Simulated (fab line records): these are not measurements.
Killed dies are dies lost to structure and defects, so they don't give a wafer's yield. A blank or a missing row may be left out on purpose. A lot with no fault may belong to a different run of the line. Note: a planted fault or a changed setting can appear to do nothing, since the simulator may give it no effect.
A struck lot beside a sound one -- flow gf180mcu -- 15 out of 602 route steps
Sound: the wafers L195.3, L195.5, L195.6. Wafers L203.1, L203.3, L203.4 were the ones struck. At the end, the cause is stated.
For every step that has rows: the tool of each side, followed by ch and its chambers, followed by its first start. Under that, the readings that differ: sound wafers -- struck wafers -- difference of the means -- sigmas: that difference in standard deviations of wafers without a fault.
alike: words and numbers the same on both sides, and readings whose means are apart by under 2 such deviations; not compared: readings that were withheld, readings missing a value for some wafer, numbers with overlapping values and no deviation given by the record, and bounds like >300 which may hide the same value.
Wherever a step has rows on one side only, a row that says differs or no value, or a row with sigmas, the two part there. Numbers that have no deviation but don't overlap get no sigmas and don't part them. A reading missing from all wafers of one side parts the sides only when that side holds two or more wafers.

GF_POLY_GATE_THK_MEAS_01:
  sound on film metro-04 at day 9 07:20; struck on film metro-03 at day 11 16:44
  alike: POLY_GATE_CVD_00_THK
then, 8 steps without rows for these wafers: GF_POLY_GATE_DEHYDRATE_02 (time 60 s); GF_POLY_GATE_HMDS_03 (prime time 60 s); GF_POLY_GATE_COAT_04; GF_POLY_GATE_COAT_05 (resist thk 700 nm); GF_POLY_GATE_SOFTBAKE_06 (time 60 s); GF_POLY_GATE_EXPOSE_07 (exposes mask Poly2, target cd 280 nm); GF_POLY_GATE_PEB_08 (peb time 90 s); GF_POLY_GATE_DEVELOP_09 (develop time 60 s).
GF_POLY_GATE_CD_MEAS_10 targets a cd of 280 nm.
  sound on cd sem-02 at day 10 00:36; struck on cd sem-01 at day 12 12:07
reading,sound,struck,difference,sigmas
cd nm (nm),279.0 279.3 280.8,282.3 281.9 281.6,+2.2,+2
GF_POLY_GATE_OVL_MEAS_11:
  sound on overlay-02 at day 10 00:42; struck on overlay-01 at day 12 12:14
  alike: POLY_GATE_OVL
GF_POLY_GATE_ETCH_12: etches BARC in N2/H2.
  sound on rie diel-03 ch 2,3, day 10 00:43; struck on rie diel-01 ch 0,1,3, day 12 12:16
  alike: drypump motor current A, oes product au, rf fwd power W, throttle valve pct
GF_POLY_GATE_ETCH_13: etches poly-Si in HBr/Cl2, stops on SiO2, target depth 198.5 nm, time 69.6 s.
  sound on rie si-02 ch 0,2,3, day 10 00:46; struck on rie si-01 ch 1,2,3, day 12 12:19
reading,sound,struck,difference,sigmas
oes product au (a.u.),0.994 0.989 0.984,1.014 1.015 1.009,+0.024,+4
rf fwd power W (W),394.8 395.7 398.2,461.8 461.3 461.2,+65.2,+54
model.POLY_GATE.feature depth nm (nm),198.2 198.6 196.4,202.9 202.6 202.3,+4.9,
model.etch.depth nm (nm),198.2 198.6 196.4,202.8 202.4 202.1,+4.7,
model.SiO2_of_DUAL_GATE_OXIDATION_02.thk nm (nm),14.34 14.42 14.46,13.69 13.65 13.79,-0.70,
  alike: drypump motor current A, throttle valve pct
  not compared: rf hours counter h
GF_POLY_GATE_STRIP_14: strips in O2/N2.
  sound on plasma asher-03 ch 0,1, day 10 00:52; struck on plasma asher-04 ch 0,1, day 12 12:22
  alike: drypump motor current A, heater power w, oes product au
  not compared: rf hours counter h
next, for these wafers, 1 step has no rows: GF_PASSIVATION_PROBE_99.

== WHERE THEY PART ==
Last at GF_POLY_GATE_ETCH_13 as far as this record goes, first at GF_POLY_GATE_CD_MEAS_10. Later steps at which nothing parts them and some readings are alike: GF_POLY_GATE_STRIP_14.

WHY: what the simulator had put in
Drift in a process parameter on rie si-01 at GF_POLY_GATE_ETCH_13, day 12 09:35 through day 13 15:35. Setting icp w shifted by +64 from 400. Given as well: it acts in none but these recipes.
